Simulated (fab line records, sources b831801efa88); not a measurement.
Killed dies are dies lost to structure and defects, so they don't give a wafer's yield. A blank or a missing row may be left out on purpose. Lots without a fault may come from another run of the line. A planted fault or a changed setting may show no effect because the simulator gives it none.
Chamber matching | flow gf180mcu | GF_V1_CMP_26 on cmp-02: 4 sister chambers
The step polishes, stops on SiO2, t overpolish 15 s, target thk 0 nm. 8 wafers are shown with their chamber, then 9 later ones without.

WAFERS WITH THEIR CHAMBER
wafer  | chamber | time_to_endpoint_s (s) | motor_current_A (A)
L229.3 | 3       | 92                     | 10.4
L229.6 | 2       | 85                     | 10.7
L230.2 | 3       | 92                     | 10.4
L230.3 | 2       | 85                     | 10.5
L230.6 | 0       | 84                     | 9.6
L232.3 | 1       | 81                     | 10.2
L232.5 | 0       | 80                     | 10.1
L232.6 | 1       | 81                     | 9.8

WAFERS WITHOUT THEIR CHAMBER
wafer  | time_to_endpoint_s (s) | motor_current_A (A)
L234.3 | 86                     | 11.1
L234.5 | 82                     | 10.2
L234.6 | 82                     | 10.2
L235.1 | 80                     | 10.2
L235.2 | 85                     | 10.9
L235.3 | 89                     | 9.8
L236.1 | 92                     | 9.7
L236.2 | 85                     | 10.0
L236.3 | 87                     | 11.0

WHICH CHAMBER EACH WENT THROUGH
wafer  | from the rows above          | in truth
L234.3 | 2                            | 2
L234.5 | can't be placed: 1 or 0 or 2 | 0
L234.6 | can't be placed: 1 or 0 or 2 | 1
L235.1 | can't be placed: 1 or 0      | 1
L235.2 | 2                            | 2
L235.3 | can't be placed: 3 or 2 or 0 | 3
L236.1 | 3                            | 3
L236.2 | can't be placed: 0 or 2 or 1 | 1
L236.3 | 2                            | 2
Placed correctly: 4 of 9. Can't be placed from these rows: 5 (the true chamber is among the candidates in 5). Placed wrongly: 0.
How it was worked out, from the rows above alone: a wafer's distance from a chamber is the root of the sum, over the readings, of the square of ((its reading less the chamber's mean) divided by the reading's scatter). The wafer belongs to the nearest chamber; if the next one is less than 2 further off, it can't be placed. A chamber's mean is the mean of its shown wafers. The scatter: the root of (the sum of the squares of (reading less its chamber's mean) over the shown wafers, divided by (wafers less chambers)).
